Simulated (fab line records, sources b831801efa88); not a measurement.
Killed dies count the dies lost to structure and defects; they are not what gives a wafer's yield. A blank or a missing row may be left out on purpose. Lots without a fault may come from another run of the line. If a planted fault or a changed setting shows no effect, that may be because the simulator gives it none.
Split-lot trial :: flow sfqLine :: 23 wafers read from 5 lots, route of 325 steps

THE SPLIT ITSELF
At SFQ_TRILAYER_M5_LITHO_COAT_123 (resist thk 600 nm), the setting spinRpm was moved away from the recipe's 3000 rpm on 5 of the 23 wafers read, by +2.2% to +4.4%. This setting was run at the recipe's value on the other wafers.

The split's own step is where the reading is taken.

THE READING
KrF_of_TRILAYER_M5_LITHO_COAT_123.thkNm (the simulator's own value, which no gauge read), in nm, at SFQ_TRILAYER_M5_LITHO_COAT_123 (resist thk 600 nm). The file does not state a usual value for it. Here, 18 wafers ran the recipe; their average is 600.1 nm with a standard deviation of 2.1 nm.

wafer: L076.1
tool, chamber at the split: lithoTrack-04, 0
spinRpm as run, rpm: 3000
against the recipe: recipe
KrF_of_TRILAYER_M5_LITHO_COAT_123.thkNm, nm: 601.1
against lot-mates on the recipe: -

wafer: L076.2
tool, chamber at the split: lithoTrack-04, 0
spinRpm as run, rpm: 3000
against the recipe: recipe
KrF_of_TRILAYER_M5_LITHO_COAT_123.thkNm, nm: 601.1
against lot-mates on the recipe: -

wafer: L076.3
tool, chamber at the split: lithoTrack-04, 0
spinRpm as run, rpm: 3000
against the recipe: recipe
KrF_of_TRILAYER_M5_LITHO_COAT_123.thkNm, nm: 599.4
against lot-mates on the recipe: -

wafer: L076.5
tool, chamber at the split: lithoTrack-04, 0
spinRpm as run, rpm: 3132
against the recipe: +4.4%
KrF_of_TRILAYER_M5_LITHO_COAT_123.thkNm, nm: 587.7
against lot-mates on the recipe: -12.8

wafer: L076.6
tool, chamber at the split: lithoTrack-04, 0
spinRpm as run, rpm: 3132
against the recipe: +4.4%
KrF_of_TRILAYER_M5_LITHO_COAT_123.thkNm, nm: 586.3
against lot-mates on the recipe: -14.2

wafer: L081.2
tool, chamber at the split: lithoTrack-04, 0
spinRpm as run, rpm: 3000
against the recipe: recipe
KrF_of_TRILAYER_M5_LITHO_COAT_123.thkNm, nm: 603.6
against lot-mates on the recipe: -

wafer: L081.3
tool, chamber at the split: lithoTrack-04, 0
spinRpm as run, rpm: 3000
against the recipe: recipe
KrF_of_TRILAYER_M5_LITHO_COAT_123.thkNm, nm: 603.5
against lot-mates on the recipe: -

wafer: L081.6
tool, chamber at the split: lithoTrack-04, 0
spinRpm as run, rpm: 3000
against the recipe: recipe
KrF_of_TRILAYER_M5_LITHO_COAT_123.thkNm, nm: 603.3
against lot-mates on the recipe: -

wafer: L082.1
tool, chamber at the split: lithoTrack-04, 0
spinRpm as run, rpm: 3000
against the recipe: recipe
KrF_of_TRILAYER_M5_LITHO_COAT_123.thkNm, nm: 600.4
against lot-mates on the recipe: -

wafer: L082.2
tool, chamber at the split: lithoTrack-04, 0
spinRpm as run, rpm: 3000
against the recipe: recipe
KrF_of_TRILAYER_M5_LITHO_COAT_123.thkNm, nm: 599.5
against lot-mates on the recipe: -

wafer: L082.3
tool, chamber at the split: lithoTrack-04, 0
spinRpm as run, rpm: 3000
against the recipe: recipe
KrF_of_TRILAYER_M5_LITHO_COAT_123.thkNm, nm: 598.8
against lot-mates on the recipe: -

wafer: L082.5
tool, chamber at the split: lithoTrack-04, 0
spinRpm as run, rpm: 3000
against the recipe: recipe
KrF_of_TRILAYER_M5_LITHO_COAT_123.thkNm, nm: 597.4
against lot-mates on the recipe: -

wafer: L082.6
tool, chamber at the split: lithoTrack-04, 0
spinRpm as run, rpm: 3000
against the recipe: recipe
KrF_of_TRILAYER_M5_LITHO_COAT_123.thkNm, nm: 596.7
against lot-mates on the recipe: -

wafer: L083.1
tool, chamber at the split: lithoTrack-03, 0
spinRpm as run, rpm: 3000
against the recipe: recipe
KrF_of_TRILAYER_M5_LITHO_COAT_123.thkNm, nm: 602.6
against lot-mates on the recipe: -

wafer: L083.2
tool, chamber at the split: lithoTrack-03, 0
spinRpm as run, rpm: 3066
against the recipe: +2.2%
KrF_of_TRILAYER_M5_LITHO_COAT_123.thkNm, nm: 595.7
against lot-mates on the recipe: -5.8

wafer: L083.3
tool, chamber at the split: lithoTrack-03, 0
spinRpm as run, rpm: 3066
against the recipe: +2.2%
KrF_of_TRILAYER_M5_LITHO_COAT_123.thkNm, nm: 595.9
against lot-mates on the recipe: -5.6

wafer: L083.5
tool, chamber at the split: lithoTrack-03, 0
spinRpm as run, rpm: 3066
against the recipe: +2.2%
KrF_of_TRILAYER_M5_LITHO_COAT_123.thkNm, nm: 595.9
against lot-mates on the recipe: -5.6

wafer: L083.6
tool, chamber at the split: lithoTrack-03, 0
spinRpm as run, rpm: 3000
against the recipe: recipe
KrF_of_TRILAYER_M5_LITHO_COAT_123.thkNm, nm: 600.3
against lot-mates on the recipe: -

wafer: L084.1
tool, chamber at the split: lithoTrack-01, 0
spinRpm as run, rpm: 3000
against the recipe: recipe
KrF_of_TRILAYER_M5_LITHO_COAT_123.thkNm, nm: 596.8
against lot-mates on the recipe: -

wafer: L084.2
tool, chamber at the split: lithoTrack-01, 0
spinRpm as run, rpm: 3000
against the recipe: recipe
KrF_of_TRILAYER_M5_LITHO_COAT_123.thkNm, nm: 600
against lot-mates on the recipe: -

wafer: L084.3
tool, chamber at the split: lithoTrack-01, 0
spinRpm as run, rpm: 3000
against the recipe: recipe
KrF_of_TRILAYER_M5_LITHO_COAT_123.thkNm, nm: 599.4
against lot-mates on the recipe: -

wafer: L084.4
tool, chamber at the split: lithoTrack-01, 0
spinRpm as run, rpm: 3000
against the recipe: recipe
KrF_of_TRILAYER_M5_LITHO_COAT_123.thkNm, nm: 598.4
against lot-mates on the recipe: -

wafer: L084.6
tool, chamber at the split: lithoTrack-01, 0
spinRpm as run, rpm: 3000
against the recipe: recipe
KrF_of_TRILAYER_M5_LITHO_COAT_123.thkNm, nm: 599
against lot-mates on the recipe: -

THE FIT
A straight line over all 23 wafers: KrF_of_TRILAYER_M5_LITHO_COAT_123.thkNm changes by -2.73 nm for each +1% of spinRpm; r = -0.88; the points scatter about the line by 2.1 nm.
The same after taking each lot's own level away (the mean of its wafers on the recipe; 23 wafers): -2.95 nm for each +1%; r = -0.97; scatter 1.1 nm.
That fit puts the effect of the largest move of spinRpm on the reading at 13 nm.
The lots' own levels span 598.56 to 603.47 nm, that is 2.3 times the standard deviation above.
The two slopes agree, so the slope changes little with the lot-to-lot level.
Check: with one of the wafers moved furthest among these (+4.4%) left out of the fit, the line predicts -13 nm for it against its lot-mates. It came out at -12.8 nm against them.

THESE WAFERS: OTHER SPLITS
Before the reading, these wafers also passed through other splits. Each is held against what the fit with the lots' levels taken away leaves over:
other split on the same wafers: SFQ_TRILAYER_I4_VIA_BARC_OPEN_VIA_ETCH_146 timeS
wafers away from the commonest value: 7
r with KrF_of_TRILAYER_M5_LITHO_COAT_123.thkNm (lot level and that fit taken away): -0.02

other split on the same wafers: SFQ_TRILAYER_JJ_TRILAYER_DEP_SPUTTER_110 timeS
wafers away from the commonest value: 10
r with KrF_of_TRILAYER_M5_LITHO_COAT_123.thkNm (lot level and that fit taken away): -0.06

other split on the same wafers: SFQ_TRILAYER_JJ_CE_LITHO_COAT_119 spinRpm
wafers away from the commonest value: 10
r with KrF_of_TRILAYER_M5_LITHO_COAT_123.thkNm (lot level and that fit taken away): +0.14

other split on the same wafers: SFQ_TRILAYER_JJ_CE_LITHO_PEB_117 pebTempC
wafers away from the commonest value: 5
r with KrF_of_TRILAYER_M5_LITHO_COAT_123.thkNm (lot level and that fit taken away): -0.13

THE FILE'S OWN FIT
KrF_of_TRILAYER_M5_LITHO_COAT_123.thkNm changes by -2.98 nm for each +1% of spinRpm, r = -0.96.
